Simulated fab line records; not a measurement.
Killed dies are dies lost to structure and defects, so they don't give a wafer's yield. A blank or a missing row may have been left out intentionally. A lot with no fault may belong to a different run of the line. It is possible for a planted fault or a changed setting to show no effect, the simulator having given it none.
The tool behind it: which one? + flow sky130 + Sampling: 12 lots, 36 wafers, 3 of 708 route steps

== WHAT THE GAUGES READ, wafer by wafer ==
SKY_VIA1_THK_MEAS_23: measures by xrf. Usual: VIA1_W_THK 273 nm, standard deviation 3.7.
| lot  | measured     | on            | VIA1_W_THK (nm) | flag |
|------|--------------|---------------|-----------------|------|
| L625 | day 33 23:55 | film-metro-02 | 275 269 274     |      |
| L626 | day 34 11:02 | film-metro-02 | 272 272 277     |      |
| L631 | day 36 02:26 | film-metro-02 | 270 269 271     |      |
| L632 | day 36 10:07 | film-metro-02 | 272 274 275     |      |
| L634 | day 37 12:35 | film-metro-01 | 271 267 269     |      |
| L635 | day 37 14:37 | film-metro-01 | 264 268 266     |      |
| L636 | day 38 06:16 | film-metro-02 | 280 274 278     |      |
| L642 | day 39 17:56 | film-metro-04 | 272 274 276     |      |
| L644 | day 40 03:43 | film-metro-01 | 271 270 269     |      |
| L645 | day 41 01:45 | film-metro-02 | 273 277 275     |      |
| L646 | day 41 03:17 | film-metro-04 | 278 276 276     |      |
| L647 | day 41 16:59 | film-metro-02 | 272 277 276     |      |

== TOOL THAT RAN EACH LOT (tool first, then ch and the chambers of the sampled wafers, then the start) ==
| lot  | SKY_METAL1_DESCUM_17              | SKY_VIA1_ETCH_14                   |
|------|-----------------------------------|------------------------------------|
| L625 | rie-metal-04 ch 1, day 32 19:27   | rie-diel-04 ch 1,2, day 33 22:54   |
| L626 | rie-metal-01 ch 0,1, day 33 06:14 | rie-diel-02 ch 1,3, day 34 10:02   |
| L631 | rie-metal-03 ch 0,1, day 34 21:44 | rie-diel-02 ch 1,2,3, day 36 01:26 |
| L632 | rie-metal-04 ch 0,1, day 35 05:53 | rie-diel-01 ch 0,1, day 36 09:08   |
| L634 | rie-metal-04 ch 0,1, day 36 08:18 | rie-diel-02 ch 1,2,3, day 37 11:35 |
| L635 | rie-metal-04 ch 0,1, day 36 10:22 | rie-diel-02 ch 1,2,3, day 37 13:35 |
| L636 | rie-metal-01 ch 0,1, day 37 02:38 | rie-diel-04 ch 0,2, day 38 05:14   |
| L642 | rie-metal-01 ch 0, day 38 15:26   | rie-diel-01 ch 1,2, day 39 16:57   |
| L644 | rie-metal-01 ch 0,1, day 39 00:12 | rie-diel-01 ch 1,2,3, day 40 02:45 |
| L645 | rie-metal-04 ch 0,1, day 39 23:11 | rie-diel-04 ch 1,2,3, day 41 00:47 |
| L646 | rie-metal-03 ch 0,1, day 40 00:30 | rie-diel-01 ch 0,1,2, day 41 02:20 |
| L647 | rie-metal-01 ch 0,1, day 40 14:48 | rie-diel-04 ch 2,3, day 41 16:00   |
- SKY_METAL1_DESCUM_17: chemistry O2, time 8 s.
- SKY_VIA1_ETCH_14: etches BARC in N2/H2, stops on SiO2, time 45.9 s, target depth 60 nm.

== AS READ BY THE TOOLS THEMSELVES (means over the sampled wafers that have a number; for cases with no such wafer, the mark the record gives instead) ==
SKY_METAL1_DESCUM_17. Usual: drypump-motor-current-A 5.9 A, standard deviation 0.37; oes-product-au 1.002 a.u., standard deviation 0.0092.
| lot  | tool         | drypump-motor-current-A (A) | oes-product-au (a.u.) | flag |
|------|--------------|-----------------------------|-----------------------|------|
| L625 | rie-metal-04 | 6.2                         | 0.997                 |      |
| L626 | rie-metal-01 | 6.0                         | 1.002                 |      |
| L631 | rie-metal-03 | 5.8                         | 1.002                 |      |
| L632 | rie-metal-04 | 5.9                         | 1.012                 |      |
| L634 | rie-metal-04 | 5.6                         | 1.001                 |      |
| L635 | rie-metal-04 | 5.6                         | 0.991                 |      |
| L636 | rie-metal-01 | 5.9                         | 0.999                 |      |
| L642 | rie-metal-01 | 6.4                         | 1.003                 |      |
| L644 | rie-metal-01 | 6.2                         | 1.005                 |      |
| L645 | rie-metal-04 | 5.6                         | 1.000                 |      |
| L646 | rie-metal-03 | 5.8                         | 1.009                 |      |
| L647 | rie-metal-01 | 6.2                         | 0.998                 |      |

SKY_VIA1_ETCH_14. Usual: drypump-motor-current-A 5.9 A, standard deviation 0.45; n2-flow-sccm 99.98 sccm, standard deviation 0.29; oes-product-au 0.854 a.u., standard deviation 0.005; throttle-valve-pct 13.226 %, standard deviation 0.0088.
| lot  | tool        | drypump-motor-current-A (A) | n2-flow-sccm (sccm) | oes-product-au (a.u.) | throttle-valve-pct (%) | flag |
|------|-------------|-----------------------------|---------------------|-----------------------|------------------------|------|
| L625 | rie-diel-04 | 5.4                         | 100.06              | 0.852                 | 13.227                 |      |
| L626 | rie-diel-02 | 6.2                         | 99.69               | 0.849                 | 13.227                 |      |
| L631 | rie-diel-02 | 6.1                         | 99.80               | 0.856                 | 13.217                 |      |
| L632 | rie-diel-01 | 6.2                         | 99.97               | 0.859                 | 13.234                 |      |
| L634 | rie-diel-02 | 6.1                         | 99.97               | 0.855                 | 13.227                 |      |
| L635 | rie-diel-02 | 6.2                         | 99.79               | 0.855                 | 13.219                 |      |
| L636 | rie-diel-04 | 5.5                         | 100.01              | 0.848                 | 13.222                 |      |
| L642 | rie-diel-01 | 6.3                         | 99.61               | 0.854                 | 13.220                 |      |
| L644 | rie-diel-01 | 6.3                         | 100.09              | 0.856                 | 13.231                 |      |
| L645 | rie-diel-04 | 5.4                         | 100.05              | 0.846                 | 13.229                 |      |
| L646 | rie-diel-01 | 6.0                         | 100.39              | 0.851                 | 13.232                 |      |
| L647 | rie-diel-04 | 5.4                         | 100.09              | 0.858                 | 13.231                 |      |

== THE ANSWER, worked out from the rows above alone ==
Rule: take the mean of a lot's wafers that have a number; if it is more than 3 standard deviations from the usual mean, the lot is off. A lot without any number at a reading at which 4 lots or more have one is off too. The other lots that the step has rows for count as sound. Order of review: gauges by route order, followed by the tools' own readings, for which a lot's mean as printed above is used. The first step at which some lot is off is used, and at that step the reading that is off furthest; a lot without a number counts as furthest.
No lot is off at any reading shown: from this, nothing can be told.

== WHAT THE SIMULATOR HAD INSERTED ==
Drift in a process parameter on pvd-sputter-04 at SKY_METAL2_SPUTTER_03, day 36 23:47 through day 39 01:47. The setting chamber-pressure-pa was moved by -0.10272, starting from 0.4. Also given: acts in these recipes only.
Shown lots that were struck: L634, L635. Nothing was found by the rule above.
